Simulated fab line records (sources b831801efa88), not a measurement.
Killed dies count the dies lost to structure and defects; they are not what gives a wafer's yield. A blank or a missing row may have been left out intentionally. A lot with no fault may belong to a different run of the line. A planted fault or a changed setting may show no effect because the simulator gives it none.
The tool behind it: which one? + flow gf180mcu + 12 lots, 36 wafers sampled, at 5 steps of a route of 602

WHAT THE GAUGES READ, wafer by wafer
GF_M3_OVL_MEAS_15. Usual: for M3_OVL the level is 1 nm and the standard deviation is 4.7.
| lot  | measured     | on         | M3_OVL (nm) | flag |
|------|--------------|------------|-------------|------|
| L764 | day 21 15:08 | overlay-02 | -3 -7 -1    |      |
| L765 | day 22 14:31 | overlay-02 | 0 -5 7      |      |
| L767 | day 23 03:58 | overlay-01 | 2 2 2       |      |
| L766 | day 23 09:36 | overlay-02 | 3 8 4       |      |
| L770 | day 24 11:06 | overlay-01 | 7 1 -1      |      |
| L772 | day 25 06:04 | overlay-01 | -2 -4 -2    |      |
| L776 | day 26 06:36 | overlay-01 | 2 2 1       |      |
| L780 | day 27 12:39 | overlay-01 | 3 -3 7      |      |
| L781 | day 27 12:58 | overlay-01 | -2 2 4      |      |
| L783 | day 28 09:05 | overlay-01 | -2 0 2      |      |
| L784 | day 28 14:25 | overlay-01 | 6 5 4       |      |
| L785 | day 28 23:17 | overlay-02 | 3 -5 4      |      |

EACH LOT AND THE TOOL THAT RAN IT (in order: tool; ch and the chambers of the sampled wafers; start)
| lot  | GF_M1_SPUTTER_04             | GF_M2_SPUTTER_01             | GF_M2_COAT_09                     | GF_M2_STRIP_17                       |
|------|------------------------------|------------------------------|-----------------------------------|--------------------------------------|
| L764 | pvd sputter-01, day 16 08:50 | pvd sputter-02, day 18 09:52 | litho track-03 ch 0, day 18 22:29 | plasma asher-02 ch 0,1, day 19 10:52 |
| L765 | pvd sputter-01, day 17 06:52 | pvd sputter-03, day 19 09:40 | litho track-03 ch 0, day 19 22:25 | plasma asher-04 ch 0,1, day 20 11:07 |
| L767 | pvd sputter-03, day 17 21:38 | pvd sputter-03, day 20 01:27 | litho track-03 ch 0, day 20 12:22 | plasma asher-04 ch 0,1, day 21 01:47 |
| L766 | pvd sputter-01, day 18 02:10 | pvd sputter-04, day 20 06:23 | litho track-04 ch 0, day 20 18:08 | plasma asher-01 ch 0,1, day 21 06:23 |
| L770 | pvd sputter-03, day 19 04:30 | pvd sputter-04, day 21 08:21 | litho track-03 ch 0, day 21 20:40 | plasma asher-01 ch 0,1, day 22 09:11 |
| L772 | pvd sputter-02, day 20 03:30 | pvd sputter-02, day 22 07:39 | litho track-04 ch 0, day 22 18:11 | plasma asher-01 ch 0,1, day 23 06:31 |
| L776 | pvd sputter-01, day 21 05:53 | pvd sputter-04, day 23 08:16 | litho track-03 ch 0, day 23 19:19 | plasma asher-01 ch 0,1, day 24 07:47 |
| L780 | pvd sputter-03, day 22 14:57 | pvd sputter-02, day 24 15:16 | litho track-04 ch 0, day 25 03:02 | plasma asher-04 ch 0,1, day 25 14:02 |
| L781 | pvd sputter-01, day 22 15:31 | pvd sputter-04, day 24 16:08 | litho track-04 ch 0, day 25 03:38 | plasma asher-02 ch 0,1, day 25 14:40 |
| L783 | pvd sputter-03, day 23 13:35 | pvd sputter-02, day 25 13:28 | litho track-01 ch 0, day 26 00:59 | plasma asher-04 ch 0,1, day 26 11:58 |
| L784 | pvd sputter-03, day 23 20:50 | pvd sputter-03, day 25 20:13 | litho track-01 ch 0, day 26 07:21 | plasma asher-01 ch 0,1, day 26 17:52 |
| L785 | pvd sputter-01, day 24 07:17 | pvd sputter-03, day 26 06:35 | litho track-03 ch 0, day 26 16:46 | plasma asher-01 ch 0,1, day 27 04:31 |
- GF_M1_SPUTTER_04: material TiN, target thk 50 nm, time 41.7 s.
- GF_M2_SPUTTER_01: material TiN, target thk 30 nm, time 25 s.
- GF_M2_COAT_09: resist thk 1000 nm.
- GF_M2_STRIP_17: strips in O2/N2.

WHAT THE TOOLS THEMSELVES READ (means of the sampled wafers that have a number; where no wafer has one, the mark that the record gives instead)
GF_M1_SPUTTER_04. Usual: throttle valve pct reads 30.1 % (standard deviation 1.3).
| lot  | tool           | throttle valve pct (%) | flag |
|------|----------------|------------------------|------|
| L764 | pvd sputter-01 | 29.7                   |      |
| L765 | pvd sputter-01 | 29.7                   |      |
| L767 | pvd sputter-03 | 31.1                   |      |
| L766 | pvd sputter-01 | 29.4                   |      |
| L770 | pvd sputter-03 | 31.3                   |      |
| L772 | pvd sputter-02 | 30.0                   |      |
| L776 | pvd sputter-01 | 29.1                   |      |
| L780 | pvd sputter-03 | 29.9                   |      |
| L781 | pvd sputter-01 | 29.7                   |      |
| L783 | pvd sputter-03 | 30.9                   |      |
| L784 | pvd sputter-03 | 31.2                   |      |
| L785 | pvd sputter-01 | 29.8                   |      |

GF_M2_SPUTTER_01. Usual: throttle valve pct reads 30.3 % (standard deviation 1.2).
| lot  | tool           | throttle valve pct (%) | flag |
|------|----------------|------------------------|------|
| L764 | pvd sputter-02 | 29.8                   |      |
| L765 | pvd sputter-03 | 30.1                   |      |
| L767 | pvd sputter-03 | 31.2                   |      |
| L766 | pvd sputter-04 | 29.3                   |      |
| L770 | pvd sputter-04 | 29.8                   |      |
| L772 | pvd sputter-02 | 30.6                   |      |
| L776 | pvd sputter-04 | 29.8                   |      |
| L780 | pvd sputter-02 | 30.5                   |      |
| L781 | pvd sputter-04 | 29.4                   |      |
| L783 | pvd sputter-02 | 30.5                   |      |
| L784 | pvd sputter-03 | 29.6                   |      |
| L785 | pvd sputter-03 | 30.5                   |      |

GF_M2_STRIP_17. Usual: drypump motor current A 5.67 A, standard deviation 0.26; heater power w 340 W, standard deviation 24; n2 flow sccm 300.0 sccm, standard deviation 0.87; oes product au 0.538 a.u., standard deviation 0.0052; strip time to endpoint s 7.40 s, standard deviation 0.063.
| lot  | tool            | drypump motor current A (A) | heater power w (W) | n2 flow sccm (sccm) | oes product au (a.u.) | strip time to endpoint s (s) | flag |
|------|-----------------|-----------------------------|--------------------|---------------------|-----------------------|------------------------------|------|
| L764 | plasma asher-02 | 5.78                        | 326                | 299.7               | 0.538                 | 7.40                         |      |
| L765 | plasma asher-04 | 5.44                        | 372                | 300.6               | 0.542                 | 7.40                         |      |
| L767 | plasma asher-04 | 5.26                        | 367                | 300.6               | 0.535                 | 7.37                         |      |
| L766 | plasma asher-01 | 5.84                        | 331                | 300.2               | 0.534                 | 7.39                         |      |
| L770 | plasma asher-01 | 5.81                        | 343                | 300.2               | 0.537                 | 7.34                         |      |
| L772 | plasma asher-01 | 5.86                        | 326                | 299.4               | 0.536                 | 7.35                         |      |
| L776 | plasma asher-01 | 5.77                        | 345                | 300.4               | 0.538                 | 7.43                         |      |
| L780 | plasma asher-04 | 5.25                        | 362                | 300.4               | 0.560                 | 7.95                         | OFF  |
| L781 | plasma asher-02 | 5.68                        | 323                | 300.0               | 0.558                 | 7.93                         | OFF  |
| L783 | plasma asher-04 | 5.28                        | 362                | 299.5               | 0.544                 | 7.43                         |      |
| L784 | plasma asher-01 | 5.84                        | 330                | 299.0               | 0.538                 | 7.47                         |      |
| L785 | plasma asher-01 | 5.79                        | 343                | 299.9               | 0.537                 | 7.37                         |      |

THE ANSWER, worked out from the rows above alone
Rule: a lot is off if the mean of its wafers that have a number lies more than 3 standard deviations from the usual mean. A lot without any number at a reading at which 4 lots or more have one is off too. Where the step has rows for the other lots, those lots are counted as sound. Order of review: gauges by route order, followed by the tools' own readings, for which a lot's mean as printed above is used. At the first step where some lot is off, the reading lying furthest off is the one used; lots without a number count as furthest.
Off: L780, L781 (GF_M2_STRIP_17, strip time to endpoint s).
A tool fits if, at that step or a process step before it, it ran every lot that is off, and no sound lot after the first of them. One candidate fits, namely litho track-04 at GF_M2_COAT_09. Its last sound lot is L772 (day 22 18:11), its first lot that is off L780 (day 25 03:02): a fault that began between those two fits.

WHAT HAD BEEN PUT IN BY THE SIMULATOR
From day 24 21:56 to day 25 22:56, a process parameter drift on litho track-04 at GF_M2_COAT_09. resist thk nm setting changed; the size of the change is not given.
Struck lots among those shown: L780, L781. The same result came from the rule above.
